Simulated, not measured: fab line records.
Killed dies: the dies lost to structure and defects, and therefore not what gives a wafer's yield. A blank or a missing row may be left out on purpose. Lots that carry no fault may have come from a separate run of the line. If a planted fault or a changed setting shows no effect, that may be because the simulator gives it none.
A sampling plan put to the test | flow gf180mcu | one line in one fab, 14 faults in these records, each fault weighed on the records of the lots it struck
The plan is the line's own looks: the steps of the route at which a gauge or an inspection reads the wafer and doesn't change it. Where struck wafers have a number at a look and the file lists that look's usual mean and standard deviation on fault-free wafers, the look can be judged. Caught: the struck wafers' mean, at a look after the fault's first step, is 4 or more of those standard deviations (sigma) away from the usual mean. On the tool: the fault's steps, tested the same way using the tool's own readings. Caught also covers a different recipe on the struck wafers, or a record left blank for those wafers only.

THE FAULTS, as the simulator had put them in
1. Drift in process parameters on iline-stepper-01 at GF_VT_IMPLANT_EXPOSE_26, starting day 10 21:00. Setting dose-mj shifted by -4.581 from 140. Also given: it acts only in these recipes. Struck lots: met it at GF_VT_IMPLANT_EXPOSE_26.
2. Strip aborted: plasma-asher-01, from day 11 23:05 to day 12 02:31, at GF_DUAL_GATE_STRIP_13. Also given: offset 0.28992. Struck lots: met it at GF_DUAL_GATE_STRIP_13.
3. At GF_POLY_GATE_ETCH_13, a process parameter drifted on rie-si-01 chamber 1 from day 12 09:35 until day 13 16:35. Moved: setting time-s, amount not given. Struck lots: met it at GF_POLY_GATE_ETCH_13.
4. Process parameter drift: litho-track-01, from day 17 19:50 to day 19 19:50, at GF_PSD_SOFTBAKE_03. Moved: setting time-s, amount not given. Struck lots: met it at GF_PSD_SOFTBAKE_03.
5. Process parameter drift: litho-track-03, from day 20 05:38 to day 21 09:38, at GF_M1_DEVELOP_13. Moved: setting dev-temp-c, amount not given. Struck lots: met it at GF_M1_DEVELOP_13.
6. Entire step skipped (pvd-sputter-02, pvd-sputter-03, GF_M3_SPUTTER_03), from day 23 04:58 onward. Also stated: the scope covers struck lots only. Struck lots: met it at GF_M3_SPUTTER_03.
7. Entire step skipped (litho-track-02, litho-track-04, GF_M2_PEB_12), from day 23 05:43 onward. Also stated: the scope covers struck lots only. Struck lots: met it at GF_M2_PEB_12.
8. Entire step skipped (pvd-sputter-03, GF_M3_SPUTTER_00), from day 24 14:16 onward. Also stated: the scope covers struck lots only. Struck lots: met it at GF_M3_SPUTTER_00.
9. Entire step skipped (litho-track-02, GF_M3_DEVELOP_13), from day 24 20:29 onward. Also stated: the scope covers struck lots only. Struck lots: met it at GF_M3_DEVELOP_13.
10. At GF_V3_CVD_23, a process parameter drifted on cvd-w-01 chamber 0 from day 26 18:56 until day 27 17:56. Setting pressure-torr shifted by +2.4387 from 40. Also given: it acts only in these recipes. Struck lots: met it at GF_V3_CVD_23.
11. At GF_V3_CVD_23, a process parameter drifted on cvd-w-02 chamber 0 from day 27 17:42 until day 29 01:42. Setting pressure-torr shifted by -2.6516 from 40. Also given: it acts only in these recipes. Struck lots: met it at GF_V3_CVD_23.
12. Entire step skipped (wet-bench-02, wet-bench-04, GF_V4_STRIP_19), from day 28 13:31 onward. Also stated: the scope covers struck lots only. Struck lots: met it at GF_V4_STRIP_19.
13. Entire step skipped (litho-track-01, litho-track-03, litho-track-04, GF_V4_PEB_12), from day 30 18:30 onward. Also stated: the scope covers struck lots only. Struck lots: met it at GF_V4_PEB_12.
14. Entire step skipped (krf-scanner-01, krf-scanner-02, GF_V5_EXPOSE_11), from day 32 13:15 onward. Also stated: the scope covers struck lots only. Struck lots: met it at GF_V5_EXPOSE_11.

WHAT THE PLAN SAW
fault | on the tool itself                               | first look that catches it                      | reading, sigma | median hours from its first step to that look | hours from the fault's start to the first struck lot there | judged looks passed uncaught
1     | exposure-dose-mJ-cm2 -33 sigma                   | none of the 2 looks that can be judged after it | -              | -                                             | -                                                          | 2
2     | oes-product-au +47 sigma                         | no look after it can be judged                  | -              | -                                             | -                                                          | 0
3     | run-length-s -15 sigma                           | not the one look that can be judged after it    | -              | -                                             | -                                                          | 1
4     | heater-power-total-W +15 sigma                   | no look after it can be judged                  | -              | -                                             | -                                                          | 0
5     | developer-temp-C -9.2 sigma                      | no look after it can be judged                  | -              | -                                             | -                                                          | 0
6     | the tool's record is blank for the struck wafers | none of the 2 looks that can be judged after it | -              | -                                             | -                                                          | 2
7     | the tool's record is blank for the struck wafers | no look after it can be judged                  | -              | -                                             | -                                                          | 0
8     | the tool's record is blank for the struck wafers | not the one look that can be judged after it    | -              | -                                             | -                                                          | 1
9     | the tool's record is blank for the struck wafers | no look after it can be judged                  | -              | -                                             | -                                                          | 0
10    | chamber-pressure-Torr +28 sigma                  | no look after it can be judged                  | -              | -                                             | -                                                          | 0
11    | chamber-pressure-Torr -28 sigma                  | no look after it can be judged                  | -              | -                                             | -                                                          | 0
12    | the tool's record is blank for the struck wafers | no look after it can be judged                  | -              | -                                             | -                                                          | 0
13    | the tool's record is blank for the struck wafers | no look after it can be judged                  | -              | -                                             | -                                                          | 0
14    | no reading that can be judged                    | no look after it can be judged                  | -              | -                                             | -                                                          | 0
A dash: the fault is not caught, or the number is missing from these records.

Caught at a look: 0 of 14. Caught on the tool: 13 of 14. By one or the other: 13 of 14.
Faults caught by the tool alone: 1, 2, 3, 4, 5, 6, 7, 8, 9, 10, 11, 12, 13.
Caught by neither: fault 14.
